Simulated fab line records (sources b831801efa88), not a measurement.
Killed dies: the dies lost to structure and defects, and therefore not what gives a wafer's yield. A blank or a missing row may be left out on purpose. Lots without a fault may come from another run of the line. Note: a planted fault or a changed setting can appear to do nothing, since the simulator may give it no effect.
A lot that was struck, set against a sound lot	flow sky130	14 out of 708 route steps
Sound: the wafers L201.1, L201.2, L201.4. Struck: wafers L210.2, L210.3, L210.5. At the end, the cause is stated.
At each step with rows: each side's tool, then ch and its chambers, then its first start. Under that, the readings that differ: sound wafers	struck wafers	difference of the means	sigmas: that difference in standard deviations of wafers without a fault.
alike: same words and numbers on both sides, and readings whose means sit less than 2 such deviations apart. not compared: any withheld reading, any reading some wafer has no value for, any bound like >300 that may hide the same value, and any number with overlapping values for which the record gives no deviation.
The two part at a step that has a row with sigmas, a row that says differs or no value, or rows on one side only. When numbers do not overlap yet have no deviation, they are printed without sigmas and do not part them. Lack of a reading on every wafer of one side parts them only where that side has two or more wafers.

first, 6 steps without rows for these wafers: SKY_METAL3_COAT_07 (resist thk 60 nm); SKY_METAL3_COAT_08 (resist thk 1140 nm); SKY_METAL3_SOFTBAKE_09 (time 90 s); SKY_METAL3_EXPOSE_10 (exposes mask MM3, target cd 300 nm); SKY_METAL3_PEB_11; SKY_METAL3_DEVELOP_12 (develop time 60 s).
SKY_METAL3_CD_MEAS_13 targets a cd of 300 nm.
  sound: cdSem-01 at day 41 15:13; struck: cdSem-01 at day 43 23:26
  alike: cdNm
SKY_METAL3_OVL_MEAS_14:
  sound: overlay-02 at day 41 15:20; struck: overlay-01 at day 43 23:33
  alike: METAL3_OVL
SKY_METAL3_DESCUM_15: chemistry O2, time 8 s.
  sound on rieMetal-02 ch 0,1, day 41 15:23; struck on rieMetal-01 ch 1, day 43 23:35
  alike: drypumpMotorCurrentA, oesProductAu
  not compared: rfHoursCounterH
SKY_METAL3_ETCH_16: etches BARC in N2/H2, stops on SiO2, time 88.2 s, target depth 60 nm.
  sound on rieMetal-02 ch 0,1, day 41 15:25; struck on rieMetal-01 ch 1, day 43 23:37
  alike: drypumpMotorCurrentA, oesProductAu, throttleValvePct
  not compared: rfHoursCounterH
SKY_METAL3_ETCH_17: etches SiO2 in C4F8/O2/Ar, stops on TiN, time 3.9 s, target depth 15 nm.
  sound on rieDiel-03 ch 0,1,3, day 41 15:31; struck on rieDiel-03 ch 0,2, day 43 23:43
  alike: oesProductAu
SKY_METAL3_METAL_ETCH_18: etches the open film in Cl2/BCl3, stops on SiO2, target depth 845 nm, time 183.1 s.
  sound on rieMetal-01 ch 0,1, day 41 15:32; struck on rieMetal-03 ch 0,1, day 43 23:44
  alike: drypumpMotorCurrentA, oesProductAu, throttleValvePct
  not compared: rfHoursCounterH
SKY_METAL3_STRIP_19: strips in O2/N2.
  sound on plasmaAsher-01 ch 0,1, day 41 15:42; struck on plasmaAsher-01 ch 0,1, day 43 23:55
  no value came back on the struck wafers for chamberPressureMTorr (mTorr), drypumpMotorCurrentA (A), oesProductAu (a.u.), stripTimeToEndpointS (s); on the sound wafers chamberPressureMTorr (mTorr) reads 1501.7 1499.6 1501.5
reading	sound	struck	difference	sigmas
model.KrF-thick_of_METAL3_COAT_08.thkNm (nm)	0 0 0	537 533.1 528	+533	
  not compared: rfHoursCounterH
then, 1 step without rows for these wafers: SKY_METAL3_STRIP_20 (strips in post etch residue remover, time 1200 s).

== WHERE THEY PART ==
SKY_METAL3_STRIP_19 only, going by this record.

WHY: what had been put in by the simulator
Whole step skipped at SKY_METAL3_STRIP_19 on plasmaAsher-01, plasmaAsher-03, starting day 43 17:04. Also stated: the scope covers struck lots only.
